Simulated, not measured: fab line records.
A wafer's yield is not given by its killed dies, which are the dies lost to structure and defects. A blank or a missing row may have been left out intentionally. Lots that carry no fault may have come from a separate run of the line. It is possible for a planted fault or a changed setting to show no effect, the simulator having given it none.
One fault through the eyes of 2 desks ; flow sky130 ; each desk holds nothing but its own numbers, with what lay behind them at the end

## FROM THE METROLOGY DESK
What the gauges read, lot by lot, whatever tool the lot ran on: means of the sampled wafers that have a number. If a lot's mean is further than 4 standard deviations from the usual mean, the lot is out of limits and carries the mark OUT (the distance appears in the brackets).
Columns: A = VIA1_W_RS at SKY_VIA1_RS_MEAS_22, usual 0.430 ohm/sq; B = VIA1_W_THK at SKY_VIA1_THK_MEAS_23, usual 270 nm
lot;first seen here;A;B
L762;day 34 03:20;0.427;275
L763;day 34 13:39;0.426;270
L764;day 35 06:26;0.438;268
L765;day 35 11:40;0.436;268
L766;day 35 19:29;0.430;268
L767;day 36 05:18;0.423;275
L768;day 36 11:34;0.432;269
L777;day 38 20:08;0.551 (+22) OUT;225 (-12) OUT
L778;day 39 11:01;0.511 (+15) OUT;240 (-7.9) OUT
L782;day 40 09:32;0.433;269
L783;day 40 17:08;0.433;266
This desk finds L777, L778 out of limits, with the earliest case on L777 at day 38 20:08 (VIA1_W_RS at SKY_VIA1_RS_MEAS_22). Within limits: L762, L763, L764, L765, L766, L767, L768, L782, L783.

## DESK OF THE TOOL OWNER: cvd-w-01
The tool's own readings at SKY_VIA1_CVD_21 (deposits W, target thk 270 nm, time 80.902 s): means of the sampled wafers that have a number, for each lot that ran on this tool. If a lot's mean is further than 4 standard deviations from the usual mean, the lot is out of limits and carries the mark OUT (the distance appears in the brackets).
Columns: A = heater-power-w at SKY_VIA1_CVD_21, usual 856 W
lot;first seen here;A
L764;day 35 06:19;809
L765;day 35 11:34;826
L766;day 35 19:22;832
L768;day 36 11:28;821
L777;day 38 20:01;846
L778;day 39 10:55;843
This desk's finding: nothing out of limits on any of the 6 lots.

## TAKEN TOGETHER
L777, L778 would have let the metrology desk raise an alarm at day 38 20:08.
The desk of the tool owner found nothing out of limits.
On record at the tool owner's desk: L777, L778, within its limits.
SKY_VIA1_CVD_21 was run on cvd-w-01 by each of the lots named.

## WHAT WAS PUT IN BY THE SIMULATOR
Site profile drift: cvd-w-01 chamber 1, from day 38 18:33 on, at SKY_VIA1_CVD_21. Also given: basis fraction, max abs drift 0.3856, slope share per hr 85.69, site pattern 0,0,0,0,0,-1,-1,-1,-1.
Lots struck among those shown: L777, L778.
Hours from the fault's start to each desk's first reading out of limits: the metrology desk, 2.
